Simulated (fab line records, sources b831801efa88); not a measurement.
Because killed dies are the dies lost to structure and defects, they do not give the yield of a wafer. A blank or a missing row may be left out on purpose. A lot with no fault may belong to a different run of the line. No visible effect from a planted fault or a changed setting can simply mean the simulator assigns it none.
fab line records	flow sky130
record lots=24	wafers=72	last-day=50
route steps=708 shown LOCAL_INTERCONNECT@400 CONTACT@406 METAL2@485 METAL5@662
lots that met no fault: from a run of the same line without faults
start-h: the number of hours between the record's first day and the start of the first shown wafer of the lot	wait-h: hours from the lot's prior step to this one	" the same as in the row above	L1.1+2: a single row standing in for several wafers	- either no value or no given start	* or withheld: withheld	< > ~ a bound
route shown NAME@n: names a module that has steps shown in the file, with the first one's number in the route	usual: mean/standard deviation of fault-free wafers	same: alike in all rows	chamber/n: place in a boat	sites: the reading at each site	_std_site: standard deviation of those values	_edge_site: inner sites' mean taken away from outer sites' mean	radius-mm: how far each site lies from the wafer's centre	mask NAME#n: copy n	behind: tool/chamber where the wafer was last shaped	hold: the reason the lot was held/the length of the hold in hours/how it ended	device: names the non-switching transistor (n, p or np)	end of line: at the end of the route, the tests of the same wafers	for a step that has no rows: nothing shown but its recipe	killed: at the first sort, the dies lost to defects and structure; wafer yield is something else	map: shows each die of a wafer: x if killed, . if not, _ if none is there
set.NAME: the setting the step ran with; set.NAME@STEP: the setting that earlier step ran with	model.NAME: the simulator's own value behind a step, which no gauge read
route steps across a sampled set of lots; one table per step, one row per wafer
services: the hour from which a tool's chamber was out of use, counted from the record's first day as start-h (under 0 if before that day), plus the number of hours and why
## steps
# step SKY_LOCAL_INTERCONNECT_ETCH_13
# recipe chemistry=N2/H2	target=BARC	ion-energy-ev=200	bias-w=100	pressure-mtorr=30	n2-flow-sccm=100	h2-flow-sccm=200	icp-w=500	stop-on=SiO2	time-s=45.9	target-depth-a=600
# usual drypump-motor-current-A=5.7/0.58	oes-product-au=0.856/0.0046	throttle-valve-pct=13.224/0.0088
lot.wafer	tool	chamber	start-h	wait-h	drypump-motor-current-A	oes-product-au	rf-hours-counter-h	throttle-valve-pct
L074.3	rie-metal-04	1	712.25	0.0	6.4	0.852	-	13.226
L074.5	"	1	"	"	6.3	0.850	-	13.217
L074.6	"	0	"	"	5.5	0.863	-	13.218
L075.1	rie-metal-01	1	721.53	0.0	5.5	0.855	0	13.231
L075.3	"	0	"	"	6.5	0.847	-	13.221
L075.6	"	0	"	"	6.5	0.859	-	13.222
L076.2	rie-metal-01	0	726.24	0.0	6.5	0.856	11	13.215
L076.4	"	1	"	"	5.6	0.853	-	13.220
L076.5	"	0	"	"	6.5	0.866	-	13.223
L077.1	rie-metal-04	0	748.23	0.0	5.5	0.851	13	13.222
L077.4	"	1	"	"	6.3	0.849	-	13.237
L077.6	"	0	"	"	5.5	0.856	-	13.209
L078.2	rie-metal-01	1	773.59	0.0	5.6	0.852	2	13.215
L078.4	"	0	"	"	6.5	0.852	-	13.239
L078.6	"	1	"	"	5.6	0.851	-	13.216
L080.1	rie-metal-01	1	780.99	0.0	5.5	0.854	2	13.214
L080.2	"	0	"	"	6.5	0.857	13	13.246
L080.3	"	0	"	"	6.5	0.854	-	13.226
L079.2	rie-metal-02	1	781.88	0.0	5.4	0.857	14	13.231
L079.4	"	1	"	"	5.3	0.853	-	13.227
L079.6	"	0	"	"	4.7	0.856	-	13.226
L081.3	rie-metal-01	0	795.86	0.0	6.5	0.863	-	13.232
L081.5	"	0	"	"	6.5	0.857	-	13.234
L081.6	"	1	"	"	5.6	0.860	-	13.222
L082.2	rie-metal-01	0	797.08	0.0	6.5	0.859	13	13.239
L082.3	"	0	"	"	6.5	0.859	-	13.226
L082.6	"	0	"	"	6.5	0.853	-	13.223
L083.2	rie-metal-02	0	798.53	0.0	4.7	0.854	11	13.223
L083.3	"	1	"	"	5.3	0.857	-	13.221
L083.6	"	0	"	"	4.7	0.851	-	13.227
L085.3	rie-metal-02	1	800.40	0.0	5.3	0.857	-	13.231
L085.4	"	0	"	"	4.8	0.852	-	13.209
L085.5	"	1	"	"	5.3	0.859	-	13.206
L084.2	rie-metal-01	1	800.49	0.0	5.5	0.857	3	13.231
L084.3	"	1	"	"	5.5	0.854	-	13.226
L084.6	"	1	"	"	5.6	0.863	-	13.222
L087.2	rie-metal-04	0	815.33	0.0	5.5	0.862	0	13.230
L087.3	"	0	"	"	5.5	0.849	-	13.221
L087.6	"	1	"	"	6.4	0.861	-	13.230
L086.1	rie-metal-01	0	820.03	0.0	6.5	0.845	14	13.230
L086.3	"	1	"	"	5.6	0.865	-	13.221
L086.4	"	0	"	"	6.5	0.849	-	13.230
L089.1	rie-metal-01	0	833.63	0.0	6.5	0.856	15	13.224
L089.2	"	1	"	"	5.6	0.855	4	13.225
L089.3	"	1	"	"	5.6	0.857	-	13.243
L088.3	rie-metal-02	1	838.55	0.0	5.3	0.846	-	13.216
L088.5	"	0	"	"	4.7	0.856	-	13.211
L088.6	"	1	"	"	5.3	0.854	-	13.218
L090.1	rie-metal-01	1	847.13	0.0	5.6	0.855	5	13.220
L090.2	"	0	"	"	6.5	0.852	15	13.210
L090.5	"	0	"	"	6.5	0.862	-	13.222
L091.1	rie-metal-04	1	850.18	0.0	6.4	0.856	10	13.240
L091.5	"	0	"	"	5.5	0.862	-	13.227
L091.6	"	1	"	"	6.4	0.859	-	13.216
L092.2	rie-metal-04	0	854.20	0.0	5.5	0.865	2	13.231
L092.4	"	0	"	"	5.5	0.855	-	13.226
L092.5	"	1	"	"	6.4	0.848	-	13.227
L093.1	rie-metal-02	1	855.25	0.0	5.3	0.856	16	13.234
L093.2	"	0	"	"	4.7	0.850	14	13.236
L093.6	"	1	"	"	5.3	0.855	-	13.210
L094.1	rie-metal-01	1	860.73	0.0	5.6	0.857	6	13.217
L094.5	"	1	"	"	5.6	0.856	-	13.214
L094.6	"	0	"	"	6.5	0.845	-	13.223
L095.4	rie-metal-01	1	880.40	0.1	5.6	0.864	-	13.224
L095.5	"	1	"	"	5.6	0.852	-	13.228
L095.6	"	1	"	"	5.6	0.864	-	13.226
L096.1	rie-metal-01	1	881.83	0.0	5.5	0.854	6	13.226
L096.2	"	1	"	"	5.6	0.853	-	13.214
L096.4	"	1	"	"	5.6	0.857	-	13.223
L097.4	rie-metal-02	0	882.55	0.0	4.7	0.852	-	13.203
L097.5	"	0	"	"	4.8	0.860	-	13.222
L097.6	"	1	"	"	5.3	0.857	-	13.228
# step SKY_CONTACT_CVD_00
# recipe material=Si3N4	target-thk-nm=75	temp-c=400	time-s=withheld	rf-w=450
# usual heater-power-w=642/81
lot.wafer	tool	chamber	start-h	wait-h	heater-power-w
L074.3	pecvd-02	0	713.04	0.0	753
L074.5	"	2	"	"	680
L074.6	"	0	"	"	772
L075.1	pecvd-01	2	722.30	0.0	576
L075.3	"	1	"	"	697
L075.6	"	1	"	"	694
L076.2	pecvd-02	0	727.10	0.0	793
L076.4	"	2	"	"	705
L076.5	"	1	"	"	699
L077.1	pecvd-01	0	748.94	0.0	670
L077.4	"	2	"	"	546
L077.6	"	0	"	"	687
L078.2	pecvd-04	1	774.33	0.0	577
L078.4	"	1	"	"	573
L078.6	"	2	"	"	721
L080.1	pecvd-01	2	781.76	0.0	489
L080.2	"	0	"	"	675
L080.3	"	1	"	"	706
L079.2	pecvd-04	1	782.64	0.0	599
L079.4	"	1	"	"	609
L079.6	"	0	"	"	628
L081.3	pecvd-01	0	796.59	0.0	606
L081.5	"	2	"	"	512
L081.6	"	0	"	"	606
L082.2	pecvd-01	1	797.79	0.0	720
L082.3	"	2	"	"	543
L082.6	"	2	"	"	540
L083.2	pecvd-04	0	799.27	0.0	668
L083.3	"	0	"	"	682
L083.6	"	2	"	"	702
L085.3	pecvd-01	1	801.09	0.0	688
L085.4	"	1	"	"	691
L085.5	"	2	"	"	515
L084.2	pecvd-04	0	801.24	0.0	689
L084.3	"	2	"	"	753
L084.6	"	0	"	"	679
L087.2	pecvd-01	2	816.44	0.0	468
L087.3	"	0	"	"	671
L087.6	"	0	"	"	679
L086.1	pecvd-02	0	820.81	0.0	766
L086.3	"	1	"	"	713
L086.4	"	2	"	"	684
L089.1	pecvd-01	2	834.37	0.0	495
L089.2	"	1	"	"	639
L089.3	"	0	"	"	541
L088.3	pecvd-02	0	839.25	0.0	665
L088.5	"	1	"	"	680
L088.6	"	0	"	"	676
L090.1	pecvd-01	0	847.88	0.0	588
L090.2	"	2	"	"	461
L090.5	"	0	"	"	609
L091.1	pecvd-02	0	850.92	0.0	772
L091.5	"	1	"	"	695
L091.6	"	0	"	"	773
L092.2	pecvd-04	2	854.95	0.0	692
L092.4	"	1	"	"	597
L092.5	"	2	"	"	697
L093.1	pecvd-01	2	856.00	0.0	573
L093.2	"	1	"	"	617
L093.6	"	0	"	"	646
L094.1	pecvd-04	1	861.48	0.0	535
L094.5	"	1	"	"	538
L094.6	"	0	"	"	596
L095.4	pecvd-01	2	881.23	0.0	454
L095.5	"	0	"	"	655
L095.6	"	1	"	"	605
L096.1	pecvd-01	1	882.65	0.0	702
L096.2	"	2	"	"	483
L096.4	"	1	"	"	680
L097.4	pecvd-04	0	883.59	0.0	571
L097.5	"	2	"	"	696
L097.6	"	1	"	"	571
# step SKY_CONTACT_ETCH_18
# recipe target=Si3N4	chemistry=CHF3/O2	stop-on=TiN	source-w=600	bias-w=200	pressure-mtorr=40	chf3-flow-sccm=50	O2_flow_sccm=5	time-s=39	target-depth-a=750
# usual drypump-motor-current-A=5.5/0.57	oes-product-au=0.853/0.0079	throttle-valve-pct=8.793/0.0085
lot.wafer	tool	chamber	start-h	wait-h	drypump-motor-current-A	oes-product-au	rf-hours-counter-h	throttle-valve-pct
L074.3	rie-diel-03	2	-	-	5.1	0.852	7	8.795
L074.5	"	2	"	"	5.1	0.856	-	8.806
L074.6	"	3	"	"	5.2	0.858	-	8.782
L075.1	rie-diel-04	2	-	-	5.0	0.849	7	8.794
L075.3	"	2	"	"	5.0	0.846	-	8.786
L075.6	"	2	"	"	5.0	0.863	-	8.805
L076.2	rie-diel-04	2	-	-	5.0	0.853	8	8.802
L076.4	"	2	"	"	5.0	0.858	-	8.776
L076.5	"	0	"	"	5.0	0.852	-	8.789
L077.1	rie-diel-03	0	-	-	6.3	0.845	19	8.800
L077.4	"	2	"	"	5.1	0.847	8	8.802
L077.6	"	0	"	"	6.3	0.859	-	8.789
L078.2	rie-diel-02	2	-	-	5.5	0.847	16	8.790
L078.4	"	3	"	"	6.8	0.846	12	8.787
L078.6	"	2	"	"	5.5	0.853	-	8.785
L080.1	rie-diel-02	1	-	-	5.6	0.851	7	8.783
L080.2	"	2	"	"	5.5	0.836	17	8.778
L080.3	"	0	"	"	6.3	0.850	14	8.796
L079.2	rie-diel-03	1	-	-	5.4	0.833	7	8.793
L079.4	"	0	"	"	6.3	0.853	-	8.794
L079.6	"	1	"	"	5.4	0.849	-	8.781
L081.3	rie-diel-02	1	-	-	5.5	0.851	8	8.794
L081.5	"	2	"	"	5.5	0.850	-	8.787
L081.6	"	3	"	"	6.8	0.854	-	8.780
L082.2	rie-diel-04	0	-	-	5.0	0.852	2	8.788
L082.3	"	1	"	"	6.3	0.850	2	8.789
L082.6	"	2	"	"	5.0	0.865	-	8.802
L083.2	rie-diel-04	0	-	-	5.1	0.850	2	8.796
L083.3	"	3	"	"	5.2	0.867	17	8.795
L083.6	"	0	"	"	5.0	0.857	-	8.800
L085.3	rie-diel-04	3	-	-	5.2	0.846	17	8.794
L085.4	"	1	"	"	6.3	0.852	2	8.792
L085.5	"	0	"	"	5.0	0.855	-	8.788
L084.2	rie-diel-03	1	-	-	5.4	0.855	8	8.796
L084.3	"	2	"	"	5.1	0.858	10	8.793
L084.6	"	0	"	"	6.3	0.858	-	8.783
L087.2	rie-diel-03	3	-	-	5.2	0.863	0	8.795
L087.3	"	0	"	"	6.3	0.854	21	8.780
L087.6	"	1	"	"	5.3	0.855	-	8.800
L086.1	rie-diel-02	2	-	-	5.5	0.838	18	8.787
L086.3	"	1	"	"	5.6	0.835	9	8.783
L086.4	"	3	"	"	6.8	0.849	13	8.785
L089.1	rie-diel-02	3	-	-	6.8	0.858	14	8.794
L089.2	"	2	"	"	5.5	0.858	19	8.797
L089.3	"	0	"	"	6.3	0.846	15	8.785
L088.3	rie-diel-04	0	-	-	5.0	0.849	4	8.786
L088.5	"	2	"	"	5.0	0.856	-	8.810
L088.6	"	3	"	"	5.2	0.864	-	8.789
L090.1	rie-diel-04	1	-	-	6.3	0.850	4	8.791
L090.2	"	2	"	"	5.0	0.849	11	8.783
L090.5	"	1	"	"	6.3	0.852	-	8.799
L091.1	rie-diel-04	1	-	-	6.3	0.849	4	8.782
L091.5	"	0	"	"	5.1	0.840	-	8.794
L091.6	"	3	"	"	5.2	0.849	-	8.810
L092.2	rie-diel-02	2	-	-	5.5	0.856	19	8.801
L092.4	"	1	"	"	5.6	0.858	10	8.797
L092.5	"	0	"	"	6.3	0.860	-	8.787
L093.1	rie-diel-03	1	-	-	5.4	0.850	10	8.789
L093.2	"	2	"	"	5.1	0.856	12	8.799
L093.6	"	2	"	"	5.1	0.854	-	8.791
L094.1	rie-diel-04	1	-	-	6.3	0.851	4	8.802
L094.5	"	3	"	"	5.2	0.862	-	8.795
L094.6	"	2	"	"	5.0	0.871	-	8.793
L095.4	rie-diel-04	2	-	-	5.0	0.858	12	8.780
L095.5	"	3	"	"	5.2	0.862	-	8.795
L095.6	"	2	"	"	5.0	0.864	-	8.776
L096.1	rie-diel-04	1	-	-	6.3	0.843	4	8.797
L096.2	"	0	"	"	5.1	0.849	5	8.790
L096.4	"	2	"	"	5.0	0.868	13	8.807
L097.4	rie-diel-02	2	-	-	5.5	0.864	20	8.802
L097.5	"	2	"	"	5.5	0.865	-	8.795
L097.6	"	1	"	"	5.5	0.860	-	8.798
# step SKY_METAL2_SPUTTER_02
# recipe material=AlCu	target-thk-nm=250	power-w=10600	time-s=13.3	chamber-pressure-pa=0.4
# usual chamber-pressure-pa=0.4001/0.00078	throttle-valve-pct=30.2/1.4
lot.wafer	tool	chamber	start-h	wait-h	chamber-pressure-pa	throttle-valve-pct
L074.3	pvd-sputter-03	-	799.60	0.0	0.3999	29.9
L074.5	"	-	"	"	0.4008	31.1
L074.6	"	-	"	"	0.3995	29.8
L075.1	pvd-sputter-02	-	807.35	0.0	0.4009	28.6
L075.3	"	-	"	"	0.3990	31.1
L075.6	"	-	"	"	0.4005	32.3
L076.2	pvd-sputter-02	-	814.41	0.0	0.4002	30.2
L076.4	"	-	"	"	0.3986	32.2
L076.5	"	-	"	"	0.4000	30.4
L077.1	pvd-sputter-04	-	833.80	0.0	0.4008	31.4
L077.4	"	-	"	"	0.3999	29.1
L077.6	"	-	"	"	0.4004	29.2
L078.2	pvd-sputter-02	-	858.25	0.0	0.4002	32.2
L078.4	"	-	"	"	0.3992	28.8
L078.6	"	-	"	"	0.3995	30.8
L080.1	pvd-sputter-02	-	865.74	0.0	0.3994	32.1
L080.2	"	-	"	"	0.3999	28.5
L080.3	"	-	"	"	0.4000	30.3
L079.2	pvd-sputter-04	-	866.69	0.0	0.3998	29.0
L079.4	"	-	"	"	0.4003	32.8
L079.6	"	-	"	"	0.3994	29.2
L081.3	pvd-sputter-03	-	881.12	0.0	0.4011	29.8
L081.5	"	-	"	"	0.4010	30.0
L081.6	"	-	"	"	0.3989	27.9
L082.2	pvd-sputter-03	-	883.10	0.0	0.3993	29.9
L082.3	"	-	"	"	0.3996	28.0
L082.6	"	-	"	"	0.4005	31.0
L083.2	pvd-sputter-02	-	884.09	0.0	0.3995	31.8
L083.3	"	-	"	"	0.3989	31.0
L083.6	"	-	"	"	0.4004	30.2
L085.3	pvd-sputter-03	-	885.53	0.0	0.3995	31.2
L085.4	"	-	"	"	0.4005	30.0
L085.5	"	-	"	"	0.3995	29.8
L084.2	pvd-sputter-02	-	886.08	0.0	0.4004	32.2
L084.3	"	-	"	"	0.3994	31.2
L084.6	"	-	"	"	0.4003	30.1
L087.2	pvd-sputter-03	-	898.06	0.0	0.4004	30.0
L087.3	"	-	"	"	0.4017	27.9
L087.6	"	-	"	"	0.4006	30.3
L086.1	pvd-sputter-04	-	904.65	0.0	0.4012	32.8
L086.3	"	-	"	"	0.4002	28.9
L086.4	"	-	"	"	0.3988	31.3
L089.1	pvd-sputter-03	-	917.20	0.0	0.4008	29.9
L089.2	"	-	"	"	0.4014	29.8
L089.3	"	-	"	"	0.3996	28.1
L088.3	pvd-sputter-03	-	922.30	0.0	0.4005	27.8
L088.5	"	-	"	"	0.4004	30.8
L088.6	"	-	"	"	0.4002	29.7
L090.1	pvd-sputter-02	-	931.70	0.0	0.4003	31.7
L090.2	"	-	"	"	0.3997	28.7
L090.5	"	-	"	"	0.3993	30.2
L091.1	pvd-sputter-04	-	934.11	0.0	0.4006	31.1
L091.5	"	-	"	"	0.3999	32.7
L091.6	"	-	"	"	0.4006	29.0
L092.2	pvd-sputter-04	-	937.59	0.0	0.4016	29.2
L092.4	"	-	"	"	0.4008	31.4
L092.5	"	-	"	"	0.3997	31.6
L093.1	pvd-sputter-03	-	939.06	0.0	0.4012	27.9
L093.2	"	-	"	"	0.4010	30.0
L093.6	"	-	"	"	0.3993	28.0
L094.1	pvd-sputter-03	-	943.36	0.0	0.3997	28.2
L094.5	"	-	"	"	0.3990	27.9
L094.6	"	-	"	"	0.4003	30.1
L095.4	pvd-sputter-04	-	962.33	0.0	0.3999	32.8
L095.5	"	-	"	"	0.4007	29.0
L095.6	"	-	"	"	0.4000	33.0
L096.1	pvd-sputter-03	-	962.55	0.0	0.3998	29.9
L096.2	"	-	"	"	0.4008	30.0
L096.4	"	-	"	"	0.4000	28.0
L097.4	pvd-sputter-04	-	965.89	0.0	0.4006	29.3
L097.5	"	-	"	"	0.4001	32.9
L097.6	"	-	"	"	0.4004	28.9
# step SKY_METAL2_THK_MEAS_06
# recipe thk-meas-gauge=xrf	reads=AlCu_of_METAL2_SPUTTER_02
# usual METAL2_ALCU_THK=253/3.1
lot.wafer	tool	chamber	start-h	wait-h	METAL2_ALCU_THK[nm]
L074.3	film-metro-04	-	799.83	0.1	248
L074.5	"	-	"	"	249
L074.6	"	-	"	"	248
L075.1	film-metro-03	-	807.56	0.1	253
L075.3	"	-	"	"	255
L075.6	"	-	"	"	255
L076.2	film-metro-01	-	814.63	0.1	249
L076.4	"	-	"	"	251
L076.5	"	-	"	"	251
L077.1	film-metro-01	-	834.01	0.1	262
L077.4	"	-	"	"	255
L077.6	"	-	"	"	257
L078.2	film-metro-04	-	858.47	0.1	253
L078.4	"	-	"	"	256
L078.6	"	-	"	"	254
L080.1	film-metro-04	-	865.95	0.1	248
L080.2	"	-	"	"	247
L080.3	"	-	"	"	243
L079.2	film-metro-03	-	866.91	0.1	253
L079.4	"	-	"	"	254
L079.6	"	-	"	"	252
L081.3	film-metro-03	-	881.35	0.1	252
L081.5	"	-	"	"	253
L081.6	"	-	"	"	255
L082.2	film-metro-03	-	883.32	0.1	257
L082.3	"	-	"	"	258
L082.6	"	-	"	"	257
L083.2	film-metro-03	-	884.31	0.1	248
L083.3	"	-	"	"	246
L083.6	"	-	"	"	250
L085.3	film-metro-01	-	885.77	0.1	252
L085.4	"	-	"	"	254
L085.5	"	-	"	"	255
L084.2	film-metro-01	-	886.30	0.1	252
L084.3	"	-	"	"	254
L084.6	"	-	"	"	255
L087.2	film-metro-01	-	898.28	0.1	253
L087.3	"	-	"	"	259
L087.6	"	-	"	"	254
L086.1	film-metro-04	-	904.86	0.1	258
L086.3	"	-	"	"	257
L086.4	"	-	"	"	257
L089.1	film-metro-01	-	917.42	0.1	254
L089.2	"	-	"	"	252
L089.3	"	-	"	"	256
L088.3	film-metro-04	-	922.53	0.1	258
L088.5	"	-	"	"	254
L088.6	"	-	"	"	255
L090.1	film-metro-01	-	931.91	0.1	256
L090.2	"	-	"	"	256
L090.5	"	-	"	"	255
L091.1	film-metro-01	-	934.32	0.1	256
L091.5	"	-	"	"	252
L091.6	"	-	"	"	252
L092.2	film-metro-01	-	937.81	0.1	253
L092.4	"	-	"	"	259
L092.5	"	-	"	"	256
L093.1	film-metro-04	-	939.27	0.1	254
L093.2	"	-	"	"	252
L093.6	"	-	"	"	254
L094.1	film-metro-01	-	943.57	0.1	252
L094.5	"	-	"	"	253
L094.6	"	-	"	"	251
L095.4	film-metro-01	-	962.57	0.1	254
L095.5	"	-	"	"	253
L095.6	"	-	"	"	253
L096.1	film-metro-03	-	962.76	0.1	253
L096.2	"	-	"	"	253
L096.4	"	-	"	"	255
L097.4	film-metro-01	-	966.13	0.1	254
L097.5	"	-	"	"	251
L097.6	"	-	"	"	252
# step SKY_METAL5_SPUTTER_01
# recipe material=TiN	target-thk-nm=20	power-w=6500	time-s=16.7	chamber-pressure-pa=0.4
# usual chamber-pressure-pa=0.4000/0.00077	throttle-valve-pct=30.2/1.3
lot.wafer	tool	chamber	start-h	wait-h	chamber-pressure-pa	throttle-valve-pct
L074.3	pvd-sputter-03	-	1015.24	0.0	0.3988	27.9
L074.5	"	-	"	"	0.4002	30.8
L074.6	"	-	"	"	0.4001	29.9
L075.1	pvd-sputter-03	-	1020.79	0.0	0.3998	31.0
L075.3	"	-	"	"	0.4009	29.9
L075.6	"	-	"	"	0.4004	30.1
L076.2	pvd-sputter-04	-	1024.59	0.0	0.3992	31.5
L076.4	"	-	"	"	0.4011	32.9
L076.5	"	-	"	"	0.3998	29.2
L077.1	pvd-sputter-04	-	1042.75	0.0	0.4008	31.3
L077.4	"	-	"	"	0.4014	29.3
L077.6	"	-	"	"	0.4004	32.6
L078.2	pvd-sputter-04	-	1068.06	0.0	0.4007	33.0
L078.4	"	-	"	"	0.4000	28.9
L078.6	"	-	"	"	0.3983	29.1
L080.1	pvd-sputter-02	-	1069.86	0.0	0.4006	30.4
L080.2	"	-	"	"	0.4002	28.9
L080.3	"	-	"	"	0.3992	31.1
L079.2	pvd-sputter-03	-	1071.41	0.0	0.3986	30.2
L079.4	"	-	"	"	0.4002	28.1
L079.6	"	-	"	"	0.3985	30.0
L081.3	pvd-sputter-03	-	1084.13	0.0	0.4006	30.1
L081.5	"	-	"	"	0.3990	30.0
L081.6	"	-	"	"	0.3997	28.0
L082.2	pvd-sputter-04	-	1085.33	0.0	0.3996	29.3
L082.3	"	-	"	"	0.4004	28.9
L082.6	"	-	"	"	0.4000	29.1
L083.2	pvd-sputter-02	-	1087.43	0.0	0.4000	32.2
L083.3	"	-	"	"	0.4011	30.2
L083.6	"	-	"	"	0.3997	30.1
L085.3	pvd-sputter-04	-	1088.03	0.0	0.3993	31.4
L085.4	"	-	"	"	0.3993	31.4
L085.5	"	-	"	"	0.3994	29.0
L084.2	pvd-sputter-04	-	1090.63	0.0	0.4003	29.2
L084.3	"	-	"	"	0.4008	31.2
L084.6	"	-	"	"	0.4001	29.0
L087.2	pvd-sputter-02	-	1095.63	0.0	0.3992	30.4
L087.3	"	-	"	"	0.4007	31.1
L087.6	"	-	"	"	0.4006	30.4
L086.1	pvd-sputter-03	-	1105.92	0.0	0.3999	30.2
L086.3	"	-	"	"	0.3991	28.0
L086.4	"	-	"	"	0.3999	31.2
L089.1	pvd-sputter-03	-	1113.66	0.0	0.4009	28.1
L089.2	"	-	"	"	0.4008	29.8
L089.3	"	-	"	"	0.3996	30.1
L088.3	pvd-sputter-02	-	1115.46	0.0	0.3993	28.8
L088.5	"	-	"	"	0.4012	31.1
L088.6	"	-	"	"	0.3997	28.7
L090.1	pvd-sputter-02	-	1124.25	0.0	0.3993	30.3
L090.2	"	-	"	"	0.4009	32.0
L090.5	"	-	"	"	0.3992	30.2
L091.1	pvd-sputter-03	-	1129.89	0.0	0.3999	31.0
L091.5	"	-	"	"	0.3994	31.3
L091.6	"	-	"	"	0.3995	30.2
L092.2	pvd-sputter-03	-	1130.80	0.0	0.3993	28.0
L092.4	"	-	"	"	0.4002	29.9
L092.5	"	-	"	"	0.3993	30.3
L093.1	pvd-sputter-02	-	1132.23	0.0	0.4005	32.1
L093.2	"	-	"	"	0.3998	30.0
L093.6	"	-	"	"	0.4003	32.3
L094.1	pvd-sputter-02	-	1134.97	0.0	0.3996	30.3
L094.5	"	-	"	"	0.3996	29.0
L094.6	"	-	"	"	0.4008	31.2
L096.1	pvd-sputter-02	-	1150.63	0.0	0.4008	31.8
L096.2	"	-	"	"	0.3994	31.2
L096.4	"	-	"	"	0.4009	28.7
L095.4	pvd-sputter-04	-	1151.27	0.0	0.3995	31.3
L095.5	"	-	"	"	0.4000	29.0
L095.6	"	-	"	"	0.4006	32.6
L097.4	pvd-sputter-02	-	1154.69	0.0	0.3992	32.1
L097.5	"	-	"	"	0.3993	30.1
L097.6	"	-	"	"	0.3983	32.3
## services
tool	chamber	start-h	hours	kind
rie-metal-01	0	697.89	11.3	repair
rie-diel-04	1	749.76	14.4	repair
pecvd-01	-	785.55	0.7	repair
rie-metal-01	0	791.47	2.3	repair
rie-diel-04	-	795.13	14.6	pm
pvd-sputter-02	-	797.67	4.1	repair
pecvd-01	-	801.15	14.6	pm
rie-diel-04	-	814.80	0.6	repair
pvd-sputter-02	-	817.51	1.0	repair
pecvd-01	0	890.97	4.9	repair
rie-diel-04	0	917.82	4.9	repair
pvd-sputter-04	-	956.39	2.9	repair
rie-diel-04	-	958.96	8.2	repair
rie-metal-01	0	962.19	2.8	repair
rie-metal-01	-	972.54	1.4	repair
pvd-sputter-04	-	980.03	1.2	repair
rie-diel-04	-	980.94	0.4	repair
rie-diel-04	-	997.98	0.2	repair
pecvd-01	-	1007.78	1.3	repair
rie-diel-04	0	1036.99	5.0	repair
pecvd-01	-	1049.80	1.0	repair
rie-metal-01	-	1069.96	14.6	pm
pecvd-01	-	1091.26	0.6	repair
pvd-sputter-04	-	1107.68	1.9	repair
## key
fault none
